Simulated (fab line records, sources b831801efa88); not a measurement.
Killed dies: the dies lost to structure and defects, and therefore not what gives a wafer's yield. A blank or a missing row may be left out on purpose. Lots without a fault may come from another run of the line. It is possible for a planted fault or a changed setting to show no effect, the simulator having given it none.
Check for tools in common -- flow gf180mcu -- 14 lots, 42 wafers sampled

## WHY THIS WAS OPENED
2 of 14 lots carry a flag on the reading M4_ALCU_RS at GF_M4_RS_MEAS_05. Fault-free wafers read 0.0698 ohm/sq, with a standard deviation of 0.00092.
Rule: a lot gets a flag if all its wafers with a number sit over 4 standard deviations from that mean, or if no wafer of it has a number. The other lots count as sound.

lot,measured,on,"M4_ALCU_RS (ohm/sq), wafer by wafer",flag
L757,day 22 07:11,film metro-01,0.0707 0.0703 0.0705,
L759,day 23 06:30,film metro-01,0.0702 0.0705 0.0702,
L761,day 24 01:42,film metro-03,0.0697 0.0690 0.0703,
L763,day 24 17:49,film metro-01,0.0689 0.0690 0.0684,
L765,day 25 08:18,film metro-04,0.0708 0.0707 0.0706,
L766,day 25 23:25,film metro-03,7.1214 7.2527 7.2453,FLAGGED
L767,day 26 00:59,film metro-01,7.1224 7.1432 7.0963,FLAGGED
L768,day 26 04:03,film metro-01,0.0690 0.0708 0.0701,
L775,day 28 13:22,film metro-01,0.0707 0.0692 0.0692,
L777,day 29 00:07,film metro-04,0.0683 0.0681 0.0691,
L776,day 29 02:31,film metro-01,0.0697 0.0700 0.0699,
L778,day 29 12:17,film metro-04,0.0708 0.0692 0.0712,
L779,day 29 13:22,film metro-04,0.0696 0.0688 0.0695,
L780,day 29 16:04,film metro-01,0.0684 0.0681 0.0688,
Flagged lots average 7.1635 ohm/sq: +7.0938 ohm/sq relative to the usual, that is +99 or more standard deviations.

## WHICH TOOL EACH LOT WENT THROUGH
2 process steps preceding the reading are held in the record, out of 602 steps in the route. Cell contents, in order: the tool; ch with the chambers the sampled wafers went through; the start.
lot,flag,GF_V3_STRIP_18,GF_M4_SPUTTER_02
L757,,"plasma asher-03 ch 0,1, day 22 05:42","pvd sputter-01, day 22 07:05"
L759,,"plasma asher-01 ch 0,1, day 23 05:00","pvd sputter-01, day 23 06:25"
L761,,"plasma asher-01 ch 0,1, day 24 00:13","pvd sputter-04, day 24 01:37"
L763,,"plasma asher-03 ch 0,1, day 24 16:22","pvd sputter-02, day 24 17:41"
L765,,"plasma asher-01 ch 0,1, day 25 06:51","pvd sputter-02, day 25 08:13"
L766,FLAGGED,"plasma asher-01 ch 0, day 25 21:58","pvd sputter-01, day 25 23:19"
L767,FLAGGED,"plasma asher-03 ch 0,1, day 25 23:30","pvd sputter-01, day 26 00:53"
L768,,"plasma asher-03 ch 0,1, day 26 02:35","pvd sputter-01, day 26 03:55"
L775,,"plasma asher-02 ch 0,1, day 28 11:55","pvd sputter-04, day 28 13:16"
L777,,"plasma asher-01 ch 0,1, day 28 22:35","pvd sputter-04, day 28 23:58"
L776,,"plasma asher-02 ch 0,1, day 29 00:47","pvd sputter-04, day 29 02:22"
L778,,"plasma asher-02 ch 0,1, day 29 10:42","pvd sputter-04, day 29 12:11"
L779,,"plasma asher-01 ch 0,1, day 29 11:52","pvd sputter-02, day 29 13:17"
L780,,"plasma asher-03 ch 0,1, day 29 14:36","pvd sputter-02, day 29 15:58"
What is done by these steps:
- GF_V3_STRIP_18: strips in O2/N2.
- GF_M4_SPUTTER_02: material AlCu, target thk 450 nm, time 23.9 s.
- GF_M4_RS_MEAS_05: measures by four-point-probe.

## FLAGGED AGAINST TOTAL, ONE TOOL AT A TIME (gauges that did the reading follow at the end)
step,tool,lots run,flagged,share of the flagged lots,sound lots run after its first flagged lot
GF_V3_STRIP_18,plasma asher-01,6,1,some,"2 (L777,L779)"
GF_V3_STRIP_18,plasma asher-02,3,0,none,-
GF_V3_STRIP_18,plasma asher-03,5,1,some,"2 (L768,L780)"
GF_M4_SPUTTER_02,pvd sputter-01,5,2,all,1 (L768)
GF_M4_SPUTTER_02,pvd sputter-02,4,0,none,-
GF_M4_SPUTTER_02,pvd sputter-04,5,0,none,-
GF_M4_RS_MEAS_05,film metro-01,8,1,some,"4 (L768,L775,L776,L780)"
GF_M4_RS_MEAS_05,film metro-03,2,1,some,0
GF_M4_RS_MEAS_05,film metro-04,4,0,none,-

## WHAT IS ALLOWED BY THE TABLE
In the table, 1 row covers all flagged lots: pvd sputter-01 at GF_M4_SPUTTER_02.
- pvd sputter-01 at GF_M4_SPUTTER_02 ran 5 lots, 2 of them flagged. Sound lots followed the first flagged one (L768) on it, something a lasting fault affecting the whole tool could not allow. On the flagged lots its readings are blank where sound lots have values: cathode dc power W, chamber pressure pa, throttle valve pct.
No row of the table ran every flagged lot and no sound lot after the first.

## WHAT WAS PUT IN BY THE SIMULATOR
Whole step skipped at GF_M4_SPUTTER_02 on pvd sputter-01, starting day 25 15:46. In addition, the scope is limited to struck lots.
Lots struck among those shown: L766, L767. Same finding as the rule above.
